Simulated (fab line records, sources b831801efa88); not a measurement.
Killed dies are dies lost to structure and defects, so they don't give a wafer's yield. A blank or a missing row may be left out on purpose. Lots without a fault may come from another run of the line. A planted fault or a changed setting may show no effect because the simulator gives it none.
A struck lot beside a sound one | flow sky130 | 17 steps out of a route of 708
Sound: wafers L465.2, L465.3, L465.6. Struck: wafers L471.2, L471.5, L471.6. The cause comes at the end.
At each step with rows: each side's tool, then ch and its chambers, then its first start. Under that, the readings that differ: sound wafers | struck wafers | difference of the means | sigmas: that difference in standard deviations of wafers without a fault.
alike: readings whose means differ by less than 2 such deviations, and words and numbers that are the same on both sides. not compared: withheld readings, readings that some wafer has no value for, bounds like >300 that may hide the same value, and numbers for which the record gives no deviation and whose values overlap.
The two part at a step that has a row with sigmas, a row that says differs or no value, or rows on one side only. Numbers that don't overlap but have no deviation are shown without sigmas and don't part them. A reading that every wafer of one side lacks parts them only if that side has two wafers or more.

SKY_METAL1_THK_MEAS_06: measures by xrf.
  sound on film_metro-02, day 34 11:26; struck on film_metro-04, day 36 10:51
  alike: METAL1_ALCU_THK
then, 8 steps without rows for these wafers: SKY_METAL1_DEHYDRATE_07 (time 60 s); SKY_METAL1_HMDS_08 (prime time 60 s); SKY_METAL1_COAT_09 (resist thk 60 nm); SKY_METAL1_COAT_10 (resist thk 450 nm); SKY_METAL1_SOFTBAKE_11 (time 90 s); SKY_METAL1_EXPOSE_12 (exposes mask MM1, target cd 140 nm); SKY_METAL1_PEB_13; SKY_METAL1_DEVELOP_14 (develop time 60 s).
SKY_METAL1_CD_MEAS_15: target cd 140 nm.
  sound on cd_sem-02, day 35 14:03; struck on cd_sem-02, day 37 12:45
  alike: cd_nm
SKY_METAL1_OVL_MEAS_16:
  sound on overlay-02, day 35 14:10; struck on overlay-01, day 37 12:52
  alike: METAL1_OVL
SKY_METAL1_DESCUM_17: chemistry O2, time 8 s.
  sound on rie_metal-03 ch 1, day 35 14:11; struck on rie_metal-03 ch 0,1, day 37 12:53
  alike: drypump_motor_current_A, oes_product_au
  not compared: rf_hours_counter_h
SKY_METAL1_ETCH_18: etches BARC in N2/H2, stops on SiO2, time 45.9 s, target depth 60 nm.
  sound on rie_metal-03 ch 1, day 35 14:13; struck on rie_metal-03 ch 0,1, day 37 12:55
  no value came back on the struck wafers for any of 5 readings (bias_w (W), chamber_pressure_mTorr (mTorr) and others); on the sound wafers bias_w (W) reads 99.80 99.67 99.78
  reading                                       | sound             | struck            | difference | sigmas
  model.KrF-thick_of_METAL1_COAT_10.thk_nm (nm) | 392.2 393.5 393.6 | 436.8 436.8 436.3 | +43.5      |
  not compared: rf_hours_counter_h
SKY_METAL1_METAL_ETCH_19: etches the open film in Cl2/BCl3, stops on SiO2, target depth 360 nm, time 78 s.
  sound on rie_metal-03 ch 1, day 35 14:17; struck on rie_metal-03 ch 0,1, day 37 12:59
  reading                                       | sound             | struck            | difference | sigmas
  oes_product_au (a.u.)                         | 0.864 0.842 0.858 | 0.374 0.374 0.379 | -0.479     | -81
  model.KrF-thick_of_METAL1_COAT_10.thk_nm (nm) | 151.9 153.9 153.3 | 198 197.6 198     | +45        |
  alike: bcl3_flow_sccm, bias_w, drypump_motor_current_A, throttle_valve_pct
  not compared: rf_hours_counter_h
SKY_METAL1_STRIP_20: strips in O2/N2.
  sound on plasma_asher-01 ch 0,1, day 35 14:22; struck on plasma_asher-01 ch 0,1, day 37 13:04
  reading                      | sound             | struck            | difference | sigmas
  oes_product_au (a.u.)        | 0.339 0.340 0.338 | 0.356 0.362 0.357 | +0.019     | +4
  strip_time_to_endpoint_s (s) | 2.62 2.65 2.63    | 3.13 3.11 3.13    | +0.49      | +11
  alike: drypump_motor_current_A
  not compared: rf_hours_counter_h
then, 1 step without rows for these wafers: SKY_METAL1_STRIP_21 (strips in post etch residue remover, time 1200 s).
-- the record jumps here: 12 days lie between the struck wafers' starts before and after (it left off in module METAL1 and takes up again in module PAD_OPEN, whose first step shown is number 708 of the route) --
SKY_PAD_OPEN_PROBE_99:
  sound on prober-02, day 48 00:22; struck on prober-02, day 49 08:02
  reading                  | sound          | struck                                                               | difference                   | sigmas
  hold                     | - - -          | await_dispo/1.7h/scrap await_dispo/1.7h/scrap await_dispo/1.7h/scrap | no value on the sound wafers |
  defect_limited_yield (%) | 80.9 81.1 83.7 | 0 0 0                                                                | -82                          | -43
  killed_at_M0_to_M3       | 41 43 46       | 450 450 462                                                          | +411                         | +60
  killed_dies              | 94 93 80       | 492 492 492                                                          | +403                         | +42
  killed_on_rim            | 15 11 15       | 96 96 96                                                             | +82                          | +24
  sort_bin_5_function (%)  | 11.6 11.6 8.9  | 94.3 93.5 93.3                                                       | +83.0                        | +55
  sort_n_pass              | 398 399 412    | 0 0 0                                                                | -403                         | -42
  sort_yield_pct (%)       | 80.9 81.1 83.7 | 0 0 0                                                                | -82                          | -43
  alike: killed_at_M4_up, killed_at_contacts, killed_at_front_end, killed_at_other, killed_open, killed_short, sort_bin_3_pad_short, sort_bin_6_memory

WHERE THEY PART
First at SKY_METAL1_ETCH_18; last, within this record, at SKY_PAD_OPEN_PROBE_99.

WHY: what the simulator had put in
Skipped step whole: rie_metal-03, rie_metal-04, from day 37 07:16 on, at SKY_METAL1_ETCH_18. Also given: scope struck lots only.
